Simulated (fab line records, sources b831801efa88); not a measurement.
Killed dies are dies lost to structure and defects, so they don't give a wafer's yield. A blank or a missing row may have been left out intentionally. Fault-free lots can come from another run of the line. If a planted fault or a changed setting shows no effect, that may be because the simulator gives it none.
The same fault as seen by 2 desks    flow sky130    each desk holds nothing but its own numbers, with what lay behind them at the end

METROLOGY DESK
What the gauges read for every lot (on any tool): the sampled wafers with a number, averaged. Marked OUT: a lot whose mean sits more than 4 standard deviations from the usual mean, which makes it out of limits; the brackets give that distance.
Columns: A = CAP2M_OVL at SKY_CAP2M_OVL_MEAS_12, usual -0.5 nm; B = cd_nm at SKY_METAL4_CD_MEAS_13, usual 300.3 nm
lot   first seen here  A     B
L454  day 42 11:32     0.1   301.2
L455  day 42 14:35     -0.5  298.7
L453  day 42 16:08     -0.8  301.8
L459  day 43 14:52     -2.0  301.2
L461  day 44 08:37     -0.6  299.7
L466  day 45 14:23     -0.5  298.2
L467  day 46 00:26     -1.0  301.3
L468  day 46 02:38     2.3   298.8
L470  day 46 08:37     -2.3  298.9
L472  day 47 02:56     -2.0  300.3
L473  day 47 04:40     -0.1  301.4
L475  day 47 19:02     0.8   301.2
This desk's verdict: no lot among the 12 shows anything out of limits.

AT THE TOOL OWNER'S DESK: rie_metal-01
The tool's own readings at SKY_METAL3_METAL_ETCH_18 (etches the open film in Cl2/BCl3, stops on SiO2, target depth 845 nm, time 183.1 s): means of the sampled wafers that have a number, for each lot that ran on this tool. Marked OUT: a lot whose mean sits more than 4 standard deviations from the usual mean, which makes it out of limits; the brackets give that distance.
Columns: A = chamber_pressure_mTorr at SKY_METAL3_METAL_ETCH_18, usual 9.999 mTorr; B = drypump_motor_current_A at SKY_METAL3_METAL_ETCH_18, usual 5.44 A; C = he_backside_leak_sccm at SKY_METAL3_METAL_ETCH_18, usual 3.3 sccm; D = oes_product_au at SKY_METAL3_METAL_ETCH_18, usual 0.863 a.u.; E = throttle_valve_pct at SKY_METAL3_METAL_ETCH_18, usual 22.264 %
lot   first seen here  A                        B     C    D      E
L459  day 41 11:26     9.991                    5.56  3.3  0.870  22.256
L461  day 42 07:31     9.998                    5.58  4.1  0.860  22.267
L466  day 43 13:28     9.995                    5.75  3.1  0.866  22.274
L468  day 44 02:20     9.333 (-68) OUT          5.57  3.2  0.869  22.267
L470  day 44 10:32     8.668 (-99 or more) OUT  5.42  3.2  0.868  22.264
This desk's finding: out of limits on L468, L470; first on L468, day 44 02:20 (chamber_pressure_mTorr at SKY_METAL3_METAL_ETCH_18). L459, L461, L466: within limits.

TAKEN TOGETHER
An alarm could have come from the tool owner's desk at day 44 02:20, on L468, L470.
Nothing out of limits was seen by the metrology desk.
The metrology desk has L468, L470 on record, within its limits.
SKY_METAL3_METAL_ETCH_18 was run on rie_metal-01 by each of the lots named.

WHAT WAS PUT IN BY THE SIMULATOR
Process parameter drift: rie_metal-01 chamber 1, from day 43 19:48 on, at SKY_METAL3_METAL_ETCH_18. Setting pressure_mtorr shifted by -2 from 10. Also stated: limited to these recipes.
Lots struck among those shown: L468, L470.
Hours from the fault's start to each desk's first reading out of limits: the tool owner's desk, 7.
